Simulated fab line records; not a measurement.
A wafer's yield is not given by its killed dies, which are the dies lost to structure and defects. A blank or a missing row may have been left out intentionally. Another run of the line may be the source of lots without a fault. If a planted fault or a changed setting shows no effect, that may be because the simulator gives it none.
The tool behind it: which one? :: flow sky130 :: 24 lots with 72 wafers sampled at 6 steps, on a route of 708 steps

== WHAT EACH GAUGE READ, for each wafer ==
SKY_VIA1_BOW_MEAS_03.
lot: L074
measured: day 32 11:56
on: film_metro-04
VIA1_BOW (um): 84 77 83

lot: L075
measured: day 33 00:23
on: film_metro-04
VIA1_BOW (um): 69 90 80

lot: L076
measured: day 33 05:49
on: film_metro-04
VIA1_BOW (um): 85 80 78

lot: L077
measured: day 33 12:20
on: film_metro-03
VIA1_BOW (um): 81 76 81

lot: L078
measured: day 33 18:58
on: film_metro-04
VIA1_BOW (um): 85 76 75

lot: L079
measured: day 35 14:43
on: film_metro-03
VIA1_BOW (um): 70 86 88

lot: L080
measured: day 35 16:01
on: film_metro-03
VIA1_BOW (um): 88 77 78

lot: L081
measured: day 35 17:19
on: film_metro-02
VIA1_BOW (um): 80 88 94

lot: L082
measured: day 35 19:48
on: film_metro-02
VIA1_BOW (um): 92 80 93

lot: L084
measured: day 35 22:31
on: film_metro-02
VIA1_BOW (um): 74 90 86

lot: L083
measured: day 36 02:43
on: film_metro-03
VIA1_BOW (um): 70 85 78

lot: L086
measured: day 36 14:39
on: film_metro-02
VIA1_BOW (um): 78 88 85

lot: L085
measured: day 36 21:44
on: film_metro-04
VIA1_BOW (um): 82 76 79

lot: L087
measured: day 36 23:52
on: film_metro-03
VIA1_BOW (um): 76 75 80

lot: L088
measured: day 37 16:28
on: film_metro-03
VIA1_BOW (um): 76 74 79

lot: L089
measured: day 38 14:20
on: film_metro-02
VIA1_BOW (um): 79 77 85

lot: L092
measured: day 39 02:36
on: film_metro-02
VIA1_BOW (um): 84 80 76

lot: L091
measured: day 39 03:25
on: film_metro-04
VIA1_BOW (um): 70 83 73

lot: L090
measured: day 39 03:45
on: film_metro-03
VIA1_BOW (um): 83 73 87

lot: L093
measured: day 39 15:09
on: film_metro-03
VIA1_BOW (um): 78 73 77

lot: L094
measured: day 39 18:52
on: film_metro-04
VIA1_BOW (um): 77 78 64

lot: L095
measured: day 40 03:11
on: film_metro-03
VIA1_BOW (um): 80 80 79

lot: L096
measured: day 40 03:30
on: film_metro-04
VIA1_BOW (um): 81 71 81

lot: L097
measured: day 40 22:47
on: film_metro-03
VIA1_BOW (um): 86 74 80

SKY_CAP2M_THK_MEAS_04: measures by xrf.
lot: L074
measured: day 39 09:07
on: film_metro-02
CAP2M_TIN_THK (nm): 191.2 193.3 194.4

lot: L075
measured: day 39 17:28
on: film_metro-04
CAP2M_TIN_THK (nm): 196.2 194.2 193.9

lot: L076
measured: day 40 00:12
on: film_metro-01
CAP2M_TIN_THK (nm): 194.5 193.4 194.5

lot: L077
measured: day 40 06:53
on: film_metro-04
CAP2M_TIN_THK (nm): 190.9 192.4 192.1

lot: L078
measured: day 40 12:58
on: film_metro-01
CAP2M_TIN_THK (nm): 195.5 196.0 197.4

lot: L079
measured: day 42 08:59
on: film_metro-04
CAP2M_TIN_THK (nm): 189.6 190.1 189.2

lot: L080
measured: day 42 09:50
on: film_metro-02
CAP2M_TIN_THK (nm): 190.0 194.3 191.5

lot: L081
measured: day 42 09:34
on: film_metro-04
CAP2M_TIN_THK (nm): 192.7 193.9 194.4

lot: L082
measured: day 42 11:04
on: film_metro-02
CAP2M_TIN_THK (nm): 193.1 195.3 191.6

lot: L084
measured: day 42 11:56
on: film_metro-02
CAP2M_TIN_THK (nm): 191.1 189.7 191.9

lot: L083
measured: day 42 16:04
on: film_metro-01
CAP2M_TIN_THK (nm): 195.6 197.8 196.6

lot: L086
measured: day 43 04:50
on: film_metro-01
CAP2M_TIN_THK (nm): 195.2 195.5 196.0

lot: L085
measured: day 43 10:20
on: film_metro-01
CAP2M_TIN_THK (nm): 197.7 195.9 196.1

lot: L087
measured: day 43 11:00
on: film_metro-04
CAP2M_TIN_THK (nm): 192.2 193.1 190.8

lot: L088
measured: day 44 02:17
on: film_metro-02
CAP2M_TIN_THK (nm): 193.5 193.8 192.8

lot: L089
measured: day 44 16:39
on: film_metro-04
CAP2M_TIN_THK (nm): 193.7 193.2 192.3

lot: L092
measured: day 45 07:45
on: film_metro-02
CAP2M_TIN_THK (nm): 194.3 195.3 192.9

lot: L091
measured: day 45 09:26
on: film_metro-04
CAP2M_TIN_THK (nm): 188.7 190.1 193.1

lot: L090
measured: day 45 09:54
on: film_metro-04
CAP2M_TIN_THK (nm): 190.2 189.7 190.3

lot: L093
measured: day 45 16:19
on: film_metro-02
CAP2M_TIN_THK (nm): 191.3 191.7 192.6

lot: L094
measured: day 45 18:36
on: film_metro-04
CAP2M_TIN_THK (nm): 191.9 193.2 191.9

lot: L095
measured: day 46 05:15
on: film_metro-02
CAP2M_TIN_THK (nm): 193.8 195.9 193.4

lot: L096
measured: day 46 06:25
on: film_metro-02
CAP2M_TIN_THK (nm): 196.9 194.1 192.3

lot: L097
measured: day 46 20:05
on: film_metro-02
CAP2M_TIN_THK (nm): 195.3 195.7 195.4

== WHICH TOOL RAN EACH LOT (tool, then ch and the chambers of the sampled wafers, then the start) ==
lot: L074
SKY_METAL1_ETCH_18: rie_metal-04 ch 0,1, day 32 10:39
SKY_VIA2_CMP_24: cmp-01 ch 1,2,3, day 35 23:56
SKY_VIA3_CMP_02: cmp-02 ch 0,1,2, day 38 05:40
SKY_METAL4_SPUTTER_00: pvd_sputter-04, day 39 08:38

lot: L075
SKY_METAL1_ETCH_18: rie_metal-03 ch 0,1, day 32 23:07
SKY_VIA2_CMP_24: cmp-01 ch 0,1,2, day 36 10:02
SKY_VIA3_CMP_02: cmp-02 ch 0,2,3, day 38 14:38
SKY_METAL4_SPUTTER_00: pvd_sputter-04, day 39 16:59

lot: L076
SKY_METAL1_ETCH_18: rie_metal-03 ch 0,1, day 33 04:30
SKY_VIA2_CMP_24: cmp-02 ch 0,1,2, day 36 16:14
SKY_VIA3_CMP_02: cmp-01 ch 2,3, day 38 21:43
SKY_METAL4_SPUTTER_00: pvd_sputter-02, day 39 23:44

lot: L077
SKY_METAL1_ETCH_18: rie_metal-01 ch 0, day 33 10:56
SKY_VIA2_CMP_24: cmp-02 ch 2,3, day 36 23:14
SKY_VIA3_CMP_02: cmp-01 ch 0,1,2, day 39 04:37
SKY_METAL4_SPUTTER_00: pvd_sputter-04, day 40 06:26

lot: L078
SKY_METAL1_ETCH_18: rie_metal-04 ch 0,1, day 33 17:43
SKY_VIA2_CMP_24: cmp-02 ch 0,2,3, day 37 06:15
SKY_VIA3_CMP_02: cmp-01 ch 0,2,3, day 39 10:30
SKY_METAL4_SPUTTER_00: pvd_sputter-03, day 40 12:30

lot: L079
SKY_METAL1_ETCH_18: rie_metal-03 ch 0,1, day 35 13:27
SKY_VIA2_CMP_24: cmp-01 ch 0,1,2, day 39 00:52
SKY_VIA3_CMP_02: cmp-01 ch 1,2,3, day 41 04:09
SKY_METAL4_SPUTTER_00: pvd_sputter-02, day 42 08:29

lot: L080
SKY_METAL1_ETCH_18: rie_metal-04 ch 0, day 35 14:38
SKY_VIA2_CMP_24: cmp-01 ch 0,1,3, day 39 01:26
SKY_VIA3_CMP_02: cmp-02 ch 0,1,2, day 41 05:30
SKY_METAL4_SPUTTER_00: pvd_sputter-03, day 42 09:23

lot: L081
SKY_METAL1_ETCH_18: rie_metal-01 ch 0,1, day 35 16:05
SKY_VIA2_CMP_24: cmp-02 ch 0,1,2, day 39 01:57
SKY_VIA3_CMP_02: cmp-02 ch 0,2,3, day 41 05:12
SKY_METAL4_SPUTTER_00: pvd_sputter-03, day 42 09:05

lot: L082
SKY_METAL1_ETCH_18: rie_metal-03 ch 0,1, day 35 18:30
SKY_VIA2_CMP_24: cmp-02 ch 0,2,3, day 39 04:46
SKY_VIA3_CMP_02: cmp-02 ch 1,2,3, day 41 07:10
SKY_METAL4_SPUTTER_00: pvd_sputter-03, day 42 10:35

lot: L084
SKY_METAL1_ETCH_18: rie_metal-04 ch 0, day 35 21:08
SKY_VIA2_CMP_24: cmp-02 ch 0,1,2, day 39 06:32
SKY_VIA3_CMP_02: cmp-01 ch 1,2,3, day 41 09:43
SKY_METAL4_SPUTTER_00: pvd_sputter-04, day 42 11:29

lot: L083
SKY_METAL1_ETCH_18: rie_metal-01 ch 0, day 36 01:20
SKY_VIA2_CMP_24: cmp-01 ch 2,3, day 39 11:37
SKY_VIA3_CMP_02: cmp-01 ch 1,2,3, day 41 15:19
SKY_METAL4_SPUTTER_00: pvd_sputter-02, day 42 15:35

lot: L086
SKY_METAL1_ETCH_18: rie_metal-03 ch 0, day 36 13:17
SKY_VIA2_CMP_24: cmp-02 ch 1,2, day 39 23:23
SKY_VIA3_CMP_02: cmp-01 ch 0,2, day 42 06:05
SKY_METAL4_SPUTTER_00: pvd_sputter-04, day 43 04:23

lot: L085
SKY_METAL1_ETCH_18: rie_metal-04 ch 0,1, day 36 20:19
SKY_VIA2_CMP_24: cmp-01 ch 0,1,3, day 40 05:56
SKY_VIA3_CMP_02: cmp-02 ch 2,3, day 42 09:59
SKY_METAL4_SPUTTER_00: pvd_sputter-03, day 43 09:50

lot: L087
SKY_METAL1_ETCH_18: rie_metal-03 ch 0, day 36 22:30
SKY_VIA2_CMP_24: cmp-01 ch 1,2,3, day 40 06:34
SKY_VIA3_CMP_02: cmp-01 ch 0,1,3, day 42 10:38
SKY_METAL4_SPUTTER_00: pvd_sputter-03, day 43 10:32

lot: L088
SKY_METAL1_ETCH_18: rie_metal-03 ch 0,1, day 37 15:15
SKY_VIA2_CMP_24: cmp-02 ch 1,3, day 41 00:14
SKY_VIA3_CMP_02: cmp-01 ch 1,3, day 43 01:40
SKY_METAL4_SPUTTER_00: pvd_sputter-04, day 44 01:47

lot: L089
SKY_METAL1_ETCH_18: rie_metal-04 ch 0,1, day 38 13:01
SKY_VIA2_CMP_24: cmp-01 ch 0,1,3, day 41 18:54
SKY_VIA3_CMP_02: cmp-02 ch 0,1,2, day 43 16:11
SKY_METAL4_SPUTTER_00: pvd_sputter-04, day 44 16:11

lot: L092
SKY_METAL1_ETCH_18: rie_metal-01 ch 0,1, day 39 01:20
SKY_VIA2_CMP_24: cmp-01 ch 0,2,3, day 42 09:29
SKY_VIA3_CMP_02: cmp-02 ch 1,2,3, day 44 08:09
SKY_METAL4_SPUTTER_00: pvd_sputter-04, day 45 07:16

lot: L091
SKY_METAL1_ETCH_18: rie_metal-04 ch 0,1, day 39 02:11
SKY_VIA2_CMP_24: cmp-01 ch 0,1,3, day 42 09:59
SKY_VIA3_CMP_02: cmp-01 ch 0,1,2, day 44 09:24
SKY_METAL4_SPUTTER_00: pvd_sputter-03, day 45 08:56

lot: L090
SKY_METAL1_ETCH_18: rie_metal-01 ch 0,1, day 39 02:30
SKY_VIA2_CMP_24: cmp-02 ch 2,3, day 42 10:38
SKY_VIA3_CMP_02: cmp-02 ch 1,2,3, day 44 09:47
SKY_METAL4_SPUTTER_00: pvd_sputter-03, day 45 09:26

lot: L093
SKY_METAL1_ETCH_18: rie_metal-01 ch 0,1, day 39 13:54
SKY_VIA2_CMP_24: cmp-01 ch 0,1,3, day 42 16:23
SKY_VIA3_CMP_02: cmp-01 ch 0,1,2, day 44 15:56
SKY_METAL4_SPUTTER_00: pvd_sputter-03, day 45 15:50

lot: L094
SKY_METAL1_ETCH_18: rie_metal-04 ch 0,1, day 39 17:39
SKY_VIA2_CMP_24: cmp-02 ch 0,3, day 42 20:47
SKY_VIA3_CMP_02: cmp-02 ch 0,1,2, day 44 19:08
SKY_METAL4_SPUTTER_00: pvd_sputter-03, day 45 18:08

lot: L095
SKY_METAL1_ETCH_18: rie_metal-04 ch 0,1, day 40 01:58
SKY_VIA2_CMP_24: cmp-01 ch 0,1,2, day 43 07:38
SKY_VIA3_CMP_02: cmp-02 ch 0,1,2, day 45 06:19
SKY_METAL4_SPUTTER_00: pvd_sputter-04, day 46 04:45

lot: L096
SKY_METAL1_ETCH_18: rie_metal-03 ch 0,1, day 40 02:17
SKY_VIA2_CMP_24: cmp-01 ch 0,1,2, day 43 08:00
SKY_VIA3_CMP_02: cmp-02 ch 0,2,3, day 45 07:19
SKY_METAL4_SPUTTER_00: pvd_sputter-03, day 46 05:57

lot: L097
SKY_METAL1_ETCH_18: rie_metal-03 ch 0,1, day 40 21:29
SKY_VIA2_CMP_24: cmp-02 ch 1,2,3, day 44 00:59
SKY_VIA3_CMP_02: cmp-01 ch 0,2,3, day 45 21:54
SKY_METAL4_SPUTTER_00: pvd_sputter-04, day 46 19:37
- SKY_METAL1_ETCH_18: etches BARC in N2/H2, stops on SiO2, time 45.9 s, target depth 60 nm.
- SKY_VIA2_CMP_24: polishes, stops on SiO2, t overpolish 20 s, target thk 0 nm.
- SKY_VIA3_CMP_02: polishes SiO2.
- SKY_METAL4_SPUTTER_00: material Ti, target thk 15 nm, time 10 s.

== AS READ BY THE TOOLS THEMSELVES (means over the sampled wafers that have a number; for cases with no such wafer, the mark the record gives instead) ==
SKY_METAL1_ETCH_18.
lot: L074
tool: rie_metal-04
drypump_motor_current_A (A): 5.9
oes_product_au (a.u.): 0.855
throttle_valve_pct (%): 13.223

lot: L075
tool: rie_metal-03
drypump_motor_current_A (A): 6.0
oes_product_au (a.u.): 0.857
throttle_valve_pct (%): 13.225

lot: L076
tool: rie_metal-03
drypump_motor_current_A (A): 6.0
oes_product_au (a.u.): 0.855
throttle_valve_pct (%): 13.216

lot: L077
tool: rie_metal-01
drypump_motor_current_A (A): 5.3
oes_product_au (a.u.): 0.859
throttle_valve_pct (%): 13.232

lot: L078
tool: rie_metal-04
drypump_motor_current_A (A): 5.8
oes_product_au (a.u.): 0.855
throttle_valve_pct (%): 13.223

lot: L079
tool: rie_metal-03
drypump_motor_current_A (A): 5.7
oes_product_au (a.u.): 0.852
throttle_valve_pct (%): 13.225

lot: L080
tool: rie_metal-04
drypump_motor_current_A (A): 5.7
oes_product_au (a.u.): 0.853
throttle_valve_pct (%): 13.225

lot: L081
tool: rie_metal-01
drypump_motor_current_A (A): 5.4
oes_product_au (a.u.): 0.856
throttle_valve_pct (%): 13.222

lot: L082
tool: rie_metal-03
drypump_motor_current_A (A): 6.0
oes_product_au (a.u.): 0.854
throttle_valve_pct (%): 13.227

lot: L084
tool: rie_metal-04
drypump_motor_current_A (A): 5.7
oes_product_au (a.u.): 0.850
throttle_valve_pct (%): 13.229

lot: L083
tool: rie_metal-01
drypump_motor_current_A (A): 5.3
oes_product_au (a.u.): 0.853
throttle_valve_pct (%): 13.228

lot: L086
tool: rie_metal-03
drypump_motor_current_A (A): 5.4
oes_product_au (a.u.): 0.854
throttle_valve_pct (%): 13.224

lot: L085
tool: rie_metal-04
drypump_motor_current_A (A): 5.9
oes_product_au (a.u.): 0.853
throttle_valve_pct (%): 13.228

lot: L087
tool: rie_metal-03
drypump_motor_current_A (A): 5.4
oes_product_au (a.u.): 0.852
throttle_valve_pct (%): 13.218

lot: L088
tool: rie_metal-03
drypump_motor_current_A (A): 6.0
oes_product_au (a.u.): 0.862
throttle_valve_pct (%): 13.229

lot: L089
tool: rie_metal-04
drypump_motor_current_A (A): 5.8
oes_product_au (a.u.): 0.854
throttle_valve_pct (%): 13.213

lot: L092
tool: rie_metal-01
drypump_motor_current_A (A): 5.6
oes_product_au (a.u.): 0.856
throttle_valve_pct (%): 13.217

lot: L091
tool: rie_metal-04
drypump_motor_current_A (A): 5.9
oes_product_au (a.u.): 0.854
throttle_valve_pct (%): 13.229

lot: L090
tool: rie_metal-01
drypump_motor_current_A (A): 5.4
oes_product_au (a.u.): 0.856
throttle_valve_pct (%): 13.228

lot: L093
tool: rie_metal-01
drypump_motor_current_A (A): 5.6
oes_product_au (a.u.): 0.855
throttle_valve_pct (%): 13.224

lot: L094
tool: rie_metal-04
drypump_motor_current_A (A): 5.8
oes_product_au (a.u.): 0.851
throttle_valve_pct (%): 13.235

lot: L095
tool: rie_metal-04
drypump_motor_current_A (A): 5.9
oes_product_au (a.u.): 0.856
throttle_valve_pct (%): 13.225

lot: L096
tool: rie_metal-03
drypump_motor_current_A (A): 5.7
oes_product_au (a.u.): 0.854
throttle_valve_pct (%): 13.232

lot: L097
tool: rie_metal-03
drypump_motor_current_A (A): 6.0
oes_product_au (a.u.): 0.856
throttle_valve_pct (%): 13.219

SKY_VIA2_CMP_24.
lot: L074
tool: cmp-01
motor_current_A (A): 10.9
overpolish_run_s (s): 19.993
time_to_endpoint_s (s): 103.1

lot: L075
tool: cmp-01
motor_current_A (A): 11.4
overpolish_run_s (s): 19.992
time_to_endpoint_s (s): 101.6

lot: L076
tool: cmp-02
motor_current_A (A): 10.5
overpolish_run_s (s): 19.998
time_to_endpoint_s (s): 99.5

lot: L077
tool: cmp-02
motor_current_A (A): 10.8
overpolish_run_s (s): 19.992
time_to_endpoint_s (s): 100.9

lot: L078
tool: cmp-02
motor_current_A (A): 10.6
overpolish_run_s (s): 19.998
time_to_endpoint_s (s): 101.4

lot: L079
tool: cmp-01
motor_current_A (A): 11.3
overpolish_run_s (s): 19.997
time_to_endpoint_s (s): 103.0

lot: L080
tool: cmp-01
motor_current_A (A): 10.8
overpolish_run_s (s): 19.993
time_to_endpoint_s (s): 98.6

lot: L081
tool: cmp-02
motor_current_A (A): 10.7
overpolish_run_s (s): 19.991
time_to_endpoint_s (s): 100.6

lot: L082
tool: cmp-02
motor_current_A (A): 10.3
overpolish_run_s (s): 20.005
time_to_endpoint_s (s): 104.7

lot: L084
tool: cmp-02
motor_current_A (A): 10.4
overpolish_run_s (s): 19.997
time_to_endpoint_s (s): 104.8

lot: L083
tool: cmp-01
motor_current_A (A): 11.8
overpolish_run_s (s): 19.995
time_to_endpoint_s (s): 100.7

lot: L086
tool: cmp-02
motor_current_A (A): 10.4
overpolish_run_s (s): 20.005
time_to_endpoint_s (s): 104.5

lot: L085
tool: cmp-01
motor_current_A (A): 10.6
overpolish_run_s (s): 20.000
time_to_endpoint_s (s): 102.4

lot: L087
tool: cmp-01
motor_current_A (A): 10.7
overpolish_run_s (s): 20.011
time_to_endpoint_s (s): 103.0

lot: L088
tool: cmp-02
motor_current_A (A): 10.2
overpolish_run_s (s): 19.996
time_to_endpoint_s (s): 99.8

lot: L089
tool: cmp-01
motor_current_A (A): 10.6
overpolish_run_s (s): 20.000
time_to_endpoint_s (s): 100.3

lot: L092
tool: cmp-01
motor_current_A (A): 11.4
overpolish_run_s (s): 20.002
time_to_endpoint_s (s): 104.2

lot: L091
tool: cmp-01
motor_current_A (A): 10.9
overpolish_run_s (s): 20.002
time_to_endpoint_s (s): 106.0

lot: L090
tool: cmp-02
motor_current_A (A): 10.4
overpolish_run_s (s): 20.004
time_to_endpoint_s (s): 100.7

lot: L093
tool: cmp-01
motor_current_A (A): 10.6
overpolish_run_s (s): 19.997
time_to_endpoint_s (s): 98.1

lot: L094
tool: cmp-02
motor_current_A (A): 10.6
overpolish_run_s (s): 19.994
time_to_endpoint_s (s): 98.6

lot: L095
tool: cmp-01
motor_current_A (A): 11.4
overpolish_run_s (s): 20.000
time_to_endpoint_s (s): 101.8

lot: L096
tool: cmp-01
motor_current_A (A): 11.5
overpolish_run_s (s): 19.994
time_to_endpoint_s (s): 101.3

lot: L097
tool: cmp-02
motor_current_A (A): 10.5
overpolish_run_s (s): 20.003
time_to_endpoint_s (s): 100.0

SKY_VIA3_CMP_02.
lot: L074
tool: cmp-02
motor_current_A (A): 11.3

lot: L075
tool: cmp-02
motor_current_A (A): 11.8

lot: L076
tool: cmp-01
motor_current_A (A): 12.2

lot: L077
tool: cmp-01
motor_current_A (A): 12.3

lot: L078
tool: cmp-01
motor_current_A (A): 12.2

lot: L079
tool: cmp-01
motor_current_A (A): 11.7

lot: L080
tool: cmp-02
motor_current_A (A): 11.5

lot: L081
tool: cmp-02
motor_current_A (A): 11.5

lot: L082
tool: cmp-02
motor_current_A (A): 11.3

lot: L084
tool: cmp-01
motor_current_A (A): 12.0

lot: L083
tool: cmp-01
motor_current_A (A): 12.1

lot: L086
tool: cmp-01
motor_current_A (A): 13.1

lot: L085
tool: cmp-02
motor_current_A (A): 12.0

lot: L087
tool: cmp-01
motor_current_A (A): 11.8

lot: L088
tool: cmp-01
motor_current_A (A): 10.9

lot: L089
tool: cmp-02
motor_current_A (A): 11.2

lot: L092
tool: cmp-02
motor_current_A (A): 11.3

lot: L091
tool: cmp-01
motor_current_A (A): 12.0

lot: L090
tool: cmp-02
motor_current_A (A): 11.8

lot: L093
tool: cmp-01
motor_current_A (A): 12.2

lot: L094
tool: cmp-02
motor_current_A (A): 11.5

lot: L095
tool: cmp-02
motor_current_A (A): 11.3

lot: L096
tool: cmp-02
motor_current_A (A): 12.0

lot: L097
tool: cmp-01
motor_current_A (A): 12.6

SKY_METAL4_SPUTTER_00.
lot: L074
tool: pvd_sputter-04
throttle_valve_pct (%): 30.3

lot: L075
tool: pvd_sputter-04
throttle_valve_pct (%): 29.4

lot: L076
tool: pvd_sputter-02
throttle_valve_pct (%): 29.5

lot: L077
tool: pvd_sputter-04
throttle_valve_pct (%): 28.4

lot: L078
tool: pvd_sputter-03
throttle_valve_pct (%): 29.7

lot: L079
tool: pvd_sputter-02
throttle_valve_pct (%): 29.6

lot: L080
tool: pvd_sputter-03
throttle_valve_pct (%): 30.6

lot: L081
tool: pvd_sputter-03
throttle_valve_pct (%): 30.4

lot: L082
tool: pvd_sputter-03
throttle_valve_pct (%): 29.6

lot: L084
tool: pvd_sputter-04
throttle_valve_pct (%): 29.0

lot: L083
tool: pvd_sputter-02
throttle_valve_pct (%): 29.7

lot: L086
tool: pvd_sputter-04
throttle_valve_pct (%): 30.6

lot: L085
tool: pvd_sputter-03
throttle_valve_pct (%): 30.6

lot: L087
tool: pvd_sputter-03
throttle_valve_pct (%): 31.4

lot: L088
tool: pvd_sputter-04
throttle_valve_pct (%): 30.1

lot: L089
tool: pvd_sputter-04
throttle_valve_pct (%): 30.4

lot: L092
tool: pvd_sputter-04
throttle_valve_pct (%): 29.3

lot: L091
tool: pvd_sputter-03
throttle_valve_pct (%): 30.5

lot: L090
tool: pvd_sputter-03
throttle_valve_pct (%): 29.5

lot: L093
tool: pvd_sputter-03
throttle_valve_pct (%): 30.1

lot: L094
tool: pvd_sputter-03
throttle_valve_pct (%): 30.6

lot: L095
tool: pvd_sputter-04
throttle_valve_pct (%): 29.4

lot: L096
tool: pvd_sputter-03
throttle_valve_pct (%): 29.5

lot: L097
tool: pvd_sputter-04
throttle_valve_pct (%): 30.3

== THE ANSWER, worked out from the rows above alone ==
Rule: usual is defined by the lots themselves. Put in order of their means at a reading, lots are off if they are a third of the lots or fewer, leave a main group of 4 or more, and stand apart from it by a gap of 3 or more times the standard deviation of the main group's means; of several such gaps the widest counts. The tables above print the reading to a certain number of digits; a main group whose means all agree to those digits is not used. Also off: a lot with no number at a reading for which 4 or more lots have one. All remaining lots with rows at the step are treated as sound. The gauges are gone through in route order, then the tools' own readings, and for those a lot's mean is taken as printed above. The first step at which some lot is off is used, and at that step the reading that is off furthest; a lot without a number counts as furthest.
No lot is off at any reading shown: from this, nothing can be told.

== WHAT THE SIMULATOR HAD INSERTED ==
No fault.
